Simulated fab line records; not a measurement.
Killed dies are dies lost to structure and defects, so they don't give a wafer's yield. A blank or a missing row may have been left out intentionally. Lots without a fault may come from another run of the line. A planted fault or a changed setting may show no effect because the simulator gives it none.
fab line records / flow sky130 / part 2 of 2: steps 37 to 51 of 51
[record] lots = 5 wafers = 15 last_day = 48
route steps=708 shown VT_ADJUST_NCORE@130 VT_ADJUST_HVTR@131 VT_ADJUST_PCH@143 SONOS_TUNNEL@154 SONOS_ONO@168
lots untouched by any fault: they come from a run of this same line in which no faults occurred
start_h: hours from the record's opening day to when the first of the lot's shown wafers began / wait_h: hours from the lot's prior step to this one / " as in the row above / L1.1+2: a single row standing in for several wafers / - value missing, or start not given / * or withheld: withheld / < > ~ a bound
route shown NAME@n: a module of which the file shows steps, and the number in the route of the first / usual: mean and standard deviation over wafers with no fault / same: alike in all rows / chamber/n: place in a boat / sites: readings site by site / _std_site: standard deviation of those values / _edge_site: inner sites' mean taken away from outer sites' mean / radius_mm: for every site, how far away it sits from the centre of the wafer / mask NAME#n: copy n / behind: the tool/chamber that last shaped the wafer / hold: the reason the lot was held/the length of the hold in hours/how it ended / device: names the non-switching transistor (n, p or np) / end of line: tests run on the same wafers once the route is complete / a step given without rows: its recipe and nothing more / killed: dies that structure and defects cost at the first sort, which is not the same as the wafer's yield / map: shows each die of a wafer: x if killed, . if not, _ if none is there
set.NAME: setting as actually run; set.NAME@STEP: the setting as run at that earlier step / model.NAME: the simulator's own value behind a step, which no gauge read
lots seen at some steps along the route; tables by step, rows by wafer
services: a tool's chamber out of use, with start hour (start_h, from the record's first day; less than 0 if before it), hours out, and reason
[[steps]]
[step SKY_SONOS_TUNNEL_TW_MEAS_12]
[usual] SONOS_TUNNEL_TW = 197.3/0.9
lot.wafer=L079.1 tool=film_metro-04 chamber=- start_h=313.94 wait_h=0.0 SONOS_TUNNEL_TW=197.9
lot.wafer=L079.3 tool=film_metro-04 chamber=- start_h=313.94 wait_h=0.0 SONOS_TUNNEL_TW=197.0
lot.wafer=L079.4 tool=film_metro-04 chamber=- start_h=313.94 wait_h=0.0 SONOS_TUNNEL_TW=197.6
lot.wafer=L080.2 tool=film_metro-01 chamber=- start_h=319.24 wait_h=0.0 SONOS_TUNNEL_TW=195.7
lot.wafer=L080.5 tool=film_metro-01 chamber=- start_h=319.24 wait_h=0.0 SONOS_TUNNEL_TW=195.1
lot.wafer=L080.6 tool=film_metro-01 chamber=- start_h=319.24 wait_h=0.0 SONOS_TUNNEL_TW=196.6
lot.wafer=L084.2 tool=film_metro-01 chamber=- start_h=329.26 wait_h=0.0 SONOS_TUNNEL_TW=196.3
lot.wafer=L084.4 tool=film_metro-01 chamber=- start_h=329.26 wait_h=0.0 SONOS_TUNNEL_TW=195.7
lot.wafer=L084.5 tool=film_metro-01 chamber=- start_h=329.26 wait_h=0.0 SONOS_TUNNEL_TW=195.7
lot.wafer=L086.3 tool=film_metro-01 chamber=- start_h=345.16 wait_h=0.0 SONOS_TUNNEL_TW=198.8
lot.wafer=L086.4 tool=film_metro-01 chamber=- start_h=345.16 wait_h=0.0 SONOS_TUNNEL_TW=197.4
lot.wafer=L086.5 tool=film_metro-01 chamber=- start_h=345.16 wait_h=0.0 SONOS_TUNNEL_TW=197.8
lot.wafer=L087.1 tool=film_metro-02 chamber=- start_h=348.35 wait_h=0.0 SONOS_TUNNEL_TW=197.4
lot.wafer=L087.3 tool=film_metro-02 chamber=- start_h=348.35 wait_h=0.0 SONOS_TUNNEL_TW=198.0
lot.wafer=L087.6 tool=film_metro-02 chamber=- start_h=348.35 wait_h=0.0 SONOS_TUNNEL_TW=196.7
[step SKY_SONOS_TUNNEL_CLEAN_13]
[recipe] chemistry = dHF time_s = 20 dilution = 100:1 dry = ipa_marangoni
lot.wafer=L079.1+3+4 tool=wet_bench-01 chamber=1 start_h=314.00 wait_h=0.1
lot.wafer=L080.2+5+6 tool=wet_bench-01 chamber=2 start_h=319.29 wait_h=0.0
lot.wafer=L084.2+4+5 tool=wet_bench-01 chamber=2 start_h=329.31 wait_h=0.0
lot.wafer=L086.3+4+5 tool=wet_bench-03 chamber=1 start_h=345.20 wait_h=0.0
lot.wafer=L087.1+3+6 tool=wet_bench-01 chamber=2 start_h=348.41 wait_h=0.1
[step SKY_SONOS_ONO_OXIDATION_00]
[recipe] temp_c = 800 ambient = O2 idle_temp_c = 700 ramp_up_c_per_min = 10 ramp_down_c_per_min = 3 stabilise_s = 600 purge_s = 300 target_thk_a = 26 ox_time_s = 1249
[same] purge_s = 300
lot.wafer=L079.1+3+4 tool=furnace-01 chamber=0 start_h=314.67 wait_h=0.7
lot.wafer=L080.2+5+6 tool=furnace-01 chamber=0 start_h=319.94 wait_h=0.6
lot.wafer=L084.2+4+5 tool=furnace-01 chamber=0 start_h=329.32 wait_h=0.0
lot.wafer=L086.3+4+5 tool=furnace-01 chamber=0 start_h=346.51 wait_h=1.3
lot.wafer=L087.1+3+6 tool=furnace-02 chamber=0 start_h=348.92 wait_h=0.5
[step SKY_SONOS_ONO_THK_MEAS_01]
[recipe] reads = SiO2_of_SONOS_ONO_OXIDATION_00
[usual] SONOS_ONO_OXIDATION_THK = 2.60/0.058
lot.wafer=L079.1 tool=film_metro-03 chamber=- start_h=316.02 wait_h=0.0 SONOS_ONO_OXIDATION_THK[nm]=2.55
lot.wafer=L079.3 tool=film_metro-03 chamber=- start_h=316.02 wait_h=0.0 SONOS_ONO_OXIDATION_THK[nm]=2.57
lot.wafer=L079.4 tool=film_metro-03 chamber=- start_h=316.02 wait_h=0.0 SONOS_ONO_OXIDATION_THK[nm]=2.68
lot.wafer=L080.2 tool=film_metro-04 chamber=- start_h=321.30 wait_h=0.0 SONOS_ONO_OXIDATION_THK[nm]=2.59
lot.wafer=L080.5 tool=film_metro-04 chamber=- start_h=321.30 wait_h=0.0 SONOS_ONO_OXIDATION_THK[nm]=2.61
lot.wafer=L080.6 tool=film_metro-04 chamber=- start_h=321.30 wait_h=0.0 SONOS_ONO_OXIDATION_THK[nm]=2.64
lot.wafer=L084.2 tool=film_metro-01 chamber=- start_h=330.68 wait_h=0.0 SONOS_ONO_OXIDATION_THK[nm]=2.71
lot.wafer=L084.4 tool=film_metro-01 chamber=- start_h=330.68 wait_h=0.0 SONOS_ONO_OXIDATION_THK[nm]=2.70
lot.wafer=L084.5 tool=film_metro-01 chamber=- start_h=330.68 wait_h=0.0 SONOS_ONO_OXIDATION_THK[nm]=2.70
lot.wafer=L086.3 tool=film_metro-04 chamber=- start_h=347.88 wait_h=0.0 SONOS_ONO_OXIDATION_THK[nm]=2.67
lot.wafer=L086.4 tool=film_metro-04 chamber=- start_h=347.88 wait_h=0.0 SONOS_ONO_OXIDATION_THK[nm]=2.65
lot.wafer=L086.5 tool=film_metro-04 chamber=- start_h=347.88 wait_h=0.0 SONOS_ONO_OXIDATION_THK[nm]=2.66
lot.wafer=L087.1 tool=film_metro-04 chamber=- start_h=350.27 wait_h=0.0 SONOS_ONO_OXIDATION_THK[nm]=2.62
lot.wafer=L087.3 tool=film_metro-04 chamber=- start_h=350.27 wait_h=0.0 SONOS_ONO_OXIDATION_THK[nm]=2.53
lot.wafer=L087.6 tool=film_metro-04 chamber=- start_h=350.27 wait_h=0.0 SONOS_ONO_OXIDATION_THK[nm]=2.53
[step SKY_SONOS_ONO_CVD_02]
[recipe] material = Si3N4 precursor = DCS/NH3 target_thk_nm = 10.5 temp_c = 770 time_s = 180 pressure_mtorr = 250
lot.wafer=L079.1+3+4 tool=lpcvd-02 chamber=0 start_h=316.08 wait_h=0.1
lot.wafer=L080.2+5+6 tool=lpcvd-02 chamber=1 start_h=321.66 wait_h=0.4
lot.wafer=L084.2+4+5 tool=lpcvd-02 chamber=0 start_h=330.73 wait_h=0.0
lot.wafer=L086.3+4+5 tool=lpcvd-02 chamber=0 start_h=349.37 wait_h=1.5
lot.wafer=L087.1+3+6 tool=lpcvd-02 chamber=0 start_h=351.63 wait_h=1.4
[step SKY_SONOS_ONO_THK_MEAS_03]
[recipe] reads = Si3N4_of_SONOS_ONO_CVD_02
[usual] SONOS_ONO_CVD_02_THK = 10.48/0.14
lot.wafer=L079.1 tool=film_metro-03 chamber=- start_h=317.13 wait_h=0.0 SONOS_ONO_CVD_02_THK[nm]=10.68
lot.wafer=L079.3 tool=film_metro-03 chamber=- start_h=317.13 wait_h=0.0 SONOS_ONO_CVD_02_THK[nm]=10.65
lot.wafer=L079.4 tool=film_metro-03 chamber=- start_h=317.13 wait_h=0.0 SONOS_ONO_CVD_02_THK[nm]=10.63
lot.wafer=L080.2 tool=film_metro-01 chamber=- start_h=322.72 wait_h=0.0 SONOS_ONO_CVD_02_THK[nm]=10.38
lot.wafer=L080.5 tool=film_metro-01 chamber=- start_h=322.72 wait_h=0.0 SONOS_ONO_CVD_02_THK[nm]=10.48
lot.wafer=L080.6 tool=film_metro-01 chamber=- start_h=322.72 wait_h=0.0 SONOS_ONO_CVD_02_THK[nm]=10.44
lot.wafer=L084.2 tool=film_metro-03 chamber=- start_h=331.79 wait_h=0.0 SONOS_ONO_CVD_02_THK[nm]=10.35
lot.wafer=L084.4 tool=film_metro-03 chamber=- start_h=331.79 wait_h=0.0 SONOS_ONO_CVD_02_THK[nm]=10.51
lot.wafer=L084.5 tool=film_metro-03 chamber=- start_h=331.79 wait_h=0.0 SONOS_ONO_CVD_02_THK[nm]=10.55
lot.wafer=L086.3 tool=film_metro-03 chamber=- start_h=350.44 wait_h=0.0 SONOS_ONO_CVD_02_THK[nm]=10.58
lot.wafer=L086.4 tool=film_metro-03 chamber=- start_h=350.44 wait_h=0.0 SONOS_ONO_CVD_02_THK[nm]=10.62
lot.wafer=L086.5 tool=film_metro-03 chamber=- start_h=350.44 wait_h=0.0 SONOS_ONO_CVD_02_THK[nm]=10.63
lot.wafer=L087.1 tool=film_metro-03 chamber=- start_h=352.68 wait_h=0.0 SONOS_ONO_CVD_02_THK[nm]=10.62
lot.wafer=L087.3 tool=film_metro-03 chamber=- start_h=352.68 wait_h=0.0 SONOS_ONO_CVD_02_THK[nm]=10.42
lot.wafer=L087.6 tool=film_metro-03 chamber=- start_h=352.68 wait_h=0.0 SONOS_ONO_CVD_02_THK[nm]=10.57
[step SKY_SONOS_ONO_CVD_04]
[recipe] material = SiO2 precursor = SiH4/N2O target_thk_nm = 5.7199 temp_c = 900 pressure_mtorr = 400
lot.wafer=L079.1+3+4 tool=lpcvd-03 chamber=1 start_h=317.19 wait_h=0.1
lot.wafer=L080.2+5+6 tool=lpcvd-03 chamber=1 start_h=322.97 wait_h=0.2
lot.wafer=L084.2+4+5 tool=lpcvd-03 chamber=0 start_h=331.84 wait_h=0.0
lot.wafer=L086.3+4+5 tool=lpcvd-03 chamber=1 start_h=350.48 wait_h=0.0
lot.wafer=L087.1+3+6 tool=lpcvd-03 chamber=0 start_h=352.74 wait_h=0.1
[step SKY_SONOS_ONO_THK_MEAS_05]
[recipe] reads = SiO2_of_SONOS_ONO_CVD_04
[usual] SONOS_ONO_CVD_04_THK = 5.78/0.11
lot.wafer=L079.1 tool=film_metro-03 chamber=- start_h=318.44 wait_h=0.0 SONOS_ONO_CVD_04_THK[nm]=5.63
lot.wafer=L079.3 tool=film_metro-03 chamber=- start_h=318.44 wait_h=0.0 SONOS_ONO_CVD_04_THK[nm]=5.76
lot.wafer=L079.4 tool=film_metro-03 chamber=- start_h=318.44 wait_h=0.0 SONOS_ONO_CVD_04_THK[nm]=5.76
lot.wafer=L080.2 tool=film_metro-03 chamber=- start_h=324.23 wait_h=0.0 SONOS_ONO_CVD_04_THK[nm]=5.79
lot.wafer=L080.5 tool=film_metro-03 chamber=- start_h=324.23 wait_h=0.0 SONOS_ONO_CVD_04_THK[nm]=5.85
lot.wafer=L080.6 tool=film_metro-03 chamber=- start_h=324.23 wait_h=0.0 SONOS_ONO_CVD_04_THK[nm]=5.78
lot.wafer=L084.2 tool=film_metro-01 chamber=- start_h=333.10 wait_h=0.0 SONOS_ONO_CVD_04_THK[nm]=5.91
lot.wafer=L084.4 tool=film_metro-01 chamber=- start_h=333.10 wait_h=0.0 SONOS_ONO_CVD_04_THK[nm]=5.79
lot.wafer=L084.5 tool=film_metro-01 chamber=- start_h=333.10 wait_h=0.0 SONOS_ONO_CVD_04_THK[nm]=5.82
lot.wafer=L086.3 tool=film_metro-01 chamber=- start_h=351.75 wait_h=0.0 SONOS_ONO_CVD_04_THK[nm]=5.75
lot.wafer=L086.4 tool=film_metro-01 chamber=- start_h=351.75 wait_h=0.0 SONOS_ONO_CVD_04_THK[nm]=5.84
lot.wafer=L086.5 tool=film_metro-01 chamber=- start_h=351.75 wait_h=0.0 SONOS_ONO_CVD_04_THK[nm]=5.83
lot.wafer=L087.1 tool=film_metro-03 chamber=- start_h=353.99 wait_h=0.0 SONOS_ONO_CVD_04_THK[nm]=5.79
lot.wafer=L087.3 tool=film_metro-03 chamber=- start_h=353.99 wait_h=0.0 SONOS_ONO_CVD_04_THK[nm]=5.79
lot.wafer=L087.6 tool=film_metro-03 chamber=- start_h=353.99 wait_h=0.0 SONOS_ONO_CVD_04_THK[nm]=5.68
[step SKY_SONOS_ONO_DEHYDRATE_06]
[recipe] temp_c = 200 time_s = 60
lot.wafer=L079.1+3+4 tool=litho_track-02 chamber=0 start_h=330.10 wait_h=11.6
lot.wafer=L080.2+5+6 tool=litho_track-03 chamber=0 start_h=337.33 wait_h=13.1
lot.wafer=L084.2+4+5 tool=litho_track-01 chamber=0 start_h=346.09 wait_h=13.0
lot.wafer=L086.3+4+5 tool=litho_track-03 chamber=0 start_h=364.66 wait_h=12.9
lot.wafer=L087.1+3+6 tool=litho_track-02 chamber=0 start_h=367.60 wait_h=13.6
[step SKY_SONOS_ONO_HMDS_07]
[recipe] prime_time_s = 60 prime_temp_c = 120
lot.wafer=L079.1+3+4 tool=litho_track-02 chamber=0 start_h=330.25 wait_h=0.1
lot.wafer=L080.2+5+6 tool=litho_track-03 chamber=0 start_h=337.48 wait_h=0.1
lot.wafer=L084.2+4+5 tool=litho_track-01 chamber=0 start_h=346.24 wait_h=0.1
lot.wafer=L086.3+4+5 tool=litho_track-03 chamber=0 start_h=364.81 wait_h=0.1
lot.wafer=L087.1+3+6 tool=litho_track-02 chamber=0 start_h=367.75 wait_h=0.1
[step SKY_SONOS_ONO_COAT_08]
[recipe] resist = NOVOLAK spin_rpm = 3000 resist_thk_nm = 1140
lot.wafer=L079.1+3+4 tool=litho_track-02 chamber=0 start_h=330.40 wait_h=0.1
lot.wafer=L080.2+5+6 tool=litho_track-03 chamber=0 start_h=337.63 wait_h=0.1
lot.wafer=L084.2+4+5 tool=litho_track-01 chamber=0 start_h=346.39 wait_h=0.1
lot.wafer=L086.3+4+5 tool=litho_track-03 chamber=0 start_h=364.96 wait_h=0.1
lot.wafer=L087.1+3+6 tool=litho_track-02 chamber=0 start_h=367.90 wait_h=0.1
[step SKY_SONOS_ONO_SOFTBAKE_09]
[recipe] temp_c = 90 time_s = 60 resist = NOVOLAK
lot.wafer=L079.1+3+4 tool=litho_track-02 chamber=0 start_h=330.55 wait_h=0.1
lot.wafer=L080.2+5+6 tool=litho_track-03 chamber=0 start_h=337.78 wait_h=0.1
lot.wafer=L084.2+4+5 tool=litho_track-01 chamber=0 start_h=346.54 wait_h=0.1
lot.wafer=L086.3+4+5 tool=litho_track-03 chamber=0 start_h=365.11 wait_h=0.1
lot.wafer=L087.1+3+6 tool=litho_track-02 chamber=0 start_h=368.05 wait_h=0.1
[step SKY_SONOS_ONO_EXPOSE_10]
[recipe] mask_id = ONOM target_cd_nm = 410 na = 0.6 source_shape = conventional sigma_outer = 0.6 dose_mj = 150
lot.wafer=L079.1+3+4 tool=iline_stepper-01 chamber=0 start_h=- wait_h=- mask=ONOM#0
lot.wafer=L080.2+5+6 tool=iline_stepper-01 chamber=0 start_h=- wait_h=- mask=ONOM#0
lot.wafer=L084.2+4+5 tool=iline_stepper-01 chamber=0 start_h=- wait_h=- mask=ONOM#0
lot.wafer=L086.3+4+5 tool=iline_stepper-01 chamber=0 start_h=- wait_h=- mask=ONOM#0
lot.wafer=L087.1+3+6 tool=iline_stepper-02 chamber=0 start_h=- wait_h=- mask=ONOM#0
[step SKY_SONOS_ONO_PEB_11]
[recipe] temp_c = withheld time_s = * resist = NOVOLAK
lot.wafer=L079.1+3+4 tool=litho_track-01 chamber=0 start_h=- wait_h=-
lot.wafer=L080.2+5+6 tool=litho_track-02 chamber=0 start_h=- wait_h=-
lot.wafer=L084.2+4+5 tool=litho_track-01 chamber=0 start_h=- wait_h=-
lot.wafer=L086.3+4+5 tool=litho_track-01 chamber=0 start_h=- wait_h=-
lot.wafer=L087.1+3+6 tool=litho_track-01 chamber=0 start_h=- wait_h=-
[step SKY_SONOS_ONO_DEVELOP_12]
[recipe] develop_time_s = 60 dev_temp_c = 23
lot.wafer=L079.1+3+4 tool=litho_track-01 chamber=0 start_h=344.46 wait_h=0.1
lot.wafer=L080.2+5+6 tool=litho_track-02 chamber=0 start_h=350.77 wait_h=0.1
lot.wafer=L084.2+4+5 tool=litho_track-01 chamber=0 start_h=359.64 wait_h=0.1
lot.wafer=L086.3+4+5 tool=litho_track-01 chamber=0 start_h=378.91 wait_h=0.1
lot.wafer=L087.1+3+6 tool=litho_track-01 chamber=0 start_h=382.11 wait_h=0.1
[[services]]
tool=plasma_asher-02 chamber=- start_h=226.00 hours=17.2 kind=repair
tool=furnace-01 chamber=- start_h=228.27 hours=1.4 kind=repair
tool=lpcvd-03 chamber=- start_h=229.69 hours=14.6 kind=pm
tool=implanter-02 chamber=- start_h=246.35 hours=3.2 kind=repair
tool=lpcvd-03 chamber=- start_h=246.52 hours=1.5 kind=repair
tool=implanter-02 chamber=- start_h=248.02 hours=4.5 kind=repair
tool=plasma_asher-04 chamber=- start_h=250.16 hours=3.6 kind=repair
tool=furnace-01 chamber=- start_h=254.29 hours=3.9 kind=pm
tool=iline_stepper-01 chamber=- start_h=260.82 hours=4.4 kind=pm
tool=implanter-02 chamber=- start_h=266.46 hours=3.0 kind=repair
tool=plasma_asher-02 chamber=- start_h=270.92 hours=1.1 kind=repair
tool=implanter-02 chamber=- start_h=288.02 hours=7.9 kind=repair
tool=furnace-01 chamber=- start_h=301.20 hours=3.9 kind=pm
tool=implanter-03 chamber=- start_h=306.61 hours=3.5 kind=pm
tool=iline_stepper-01 chamber=- start_h=307.08 hours=6.8 kind=repair
tool=plasma_asher-03 chamber=- start_h=312.71 hours=21.4 kind=repair
tool=wet_bench-03 chamber=- start_h=330.21 hours=1.7 kind=repair
tool=implanter-03 chamber=- start_h=346.06 hours=2.9 kind=repair
tool=wet_bench-01 chamber=- start_h=361.25 hours=1.0 kind=repair
tool=plasma_asher-02 chamber=- start_h=364.22 hours=39.5 kind=pm
tool=furnace-02 chamber=- start_h=372.98 hours=3.4 kind=pm
tool=plasma_asher-04 chamber=- start_h=373.71 hours=1.7 kind=repair
tool=iline_stepper-02 chamber=- start_h=375.42 hours=2.0 kind=repair
tool=iline_stepper-02 chamber=- start_h=377.44 hours=1.7 kind=pm
